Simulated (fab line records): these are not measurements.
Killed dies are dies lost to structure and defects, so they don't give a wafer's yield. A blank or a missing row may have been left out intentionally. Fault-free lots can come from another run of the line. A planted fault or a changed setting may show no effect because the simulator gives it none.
Check for tools in common -- flow sky130 -- Sampled: 12 lots, 36 wafers

WHY THIS WAS OPENED
At SKY_LI_CONTACT_THK_MEAS_01 the reading LI_CONTACT_HDPCVD_THK is flagged on 2 of 12 lots. Wafers without a fault read 938 nm, standard deviation 9.5.
Rule: a lot is flagged when every wafer of it that has a number lies more than 4 standard deviations from that mean, or none has a number. As for the other lots, they are considered sound.

lot,measured,on,"LI_CONTACT_HDPCVD_THK (nm), wafer by wafer",flag
L769,day 28 05:01,film-metro-03,938 942 938,
L770,day 28 14:53,film-metro-01,934 921 930,
L771,day 29 01:16,film-metro-01,949 926 937,
L773,day 29 13:23,film-metro-01,928 924 923,
L774,day 31 02:31,film-metro-01,937 936 942,
L775,day 31 03:25,film-metro-01,944 944 925,
L777,day 31 04:15,film-metro-01,923 939 930,
L778,day 31 05:29,film-metro-03,941 942 938,
L782,day 32 11:42,film-metro-03,926 923 923,
L784,day 33 04:19,film-metro-02,734 741 747,FLAGGED
L787,day 33 22:01,film-metro-03,723 705 731,FLAGGED
L790,day 35 00:17,film-metro-03,934 935 943,
Average over the flagged lots: 730 nm; offset from the usual -208 nm, equal to -22 standard deviations.

WHICH TOOL EACH LOT WENT THROUGH
The record keeps 1 process step preceding the reading, out of 708 steps on the route. Each cell gives the tool, then ch followed by the chambers the sampled wafers passed through, then the start.
lot,flag,SKY_LI_CONTACT_HDPCVD_00
L769,,"hdpcvd-01 ch 0,1,2, day 28 04:55"
L770,,"hdpcvd-01 ch 0,1, day 28 14:46"
L771,,"hdpcvd-02 ch 0,1, day 29 01:10"
L773,,"hdpcvd-01 ch 0,1,2, day 29 13:16"
L774,,"hdpcvd-02 ch 0,2, day 31 02:25"
L775,,"hdpcvd-01 ch 1,2, day 31 03:19"
L777,,"hdpcvd-01 ch 0,1,2, day 31 04:10"
L778,,"hdpcvd-01 ch 0,1,2, day 31 05:22"
L782,,"hdpcvd-02 ch 0,1,2, day 32 11:37"
L784,FLAGGED,"hdpcvd-02 ch 1,2, day 33 04:13"
L787,FLAGGED,"hdpcvd-02 ch 0,2, day 33 21:55"
L790,,"hdpcvd-01 ch 0,2, day 35 00:10"
These steps, and what they do:
- SKY_LI_CONTACT_HDPCVD_00: deposits PSG, target thk 930 nm, time 155 s.
- SKY_LI_CONTACT_THK_MEAS_01

FLAGGED OVER TOTAL, TOOL BY TOOL (the gauges that took the reading come last)
step,tool,lots run,flagged,share of the flagged lots,sound lots run after its first flagged lot
SKY_LI_CONTACT_HDPCVD_00,hdpcvd-01,7,0,none,-
SKY_LI_CONTACT_HDPCVD_00,hdpcvd-02,5,2,all,0
SKY_LI_CONTACT_THK_MEAS_01,film-metro-01,6,0,none,-
SKY_LI_CONTACT_THK_MEAS_01,film-metro-02,1,1,some,0
SKY_LI_CONTACT_THK_MEAS_01,film-metro-03,5,1,some,1 (L790)

THE TABLE: WHAT IT ALLOWS
1 row of the table ran every flagged lot: hdpcvd-02 at SKY_LI_CONTACT_HDPCVD_00.
- hdpcvd-02 at SKY_LI_CONTACT_HDPCVD_00: 2 of its 5 lots flagged. A fault beginning between L782 (day 32 11:37), its last sound lot, and L784 (day 33 04:13), its first flagged one, fits the data. Its own readings lie more than 4 standard deviations out on every wafer of the flagged lots: run-length-s.
Just one tool remains: hdpcvd-02 at SKY_LI_CONTACT_HDPCVD_00.

WHAT WAS PUT IN BY THE SIMULATOR
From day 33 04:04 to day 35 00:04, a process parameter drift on hdpcvd-02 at SKY_LI_CONTACT_HDPCVD_00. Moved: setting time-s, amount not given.
Lots struck among those shown: L784, L787. The rule above reached the same finding.
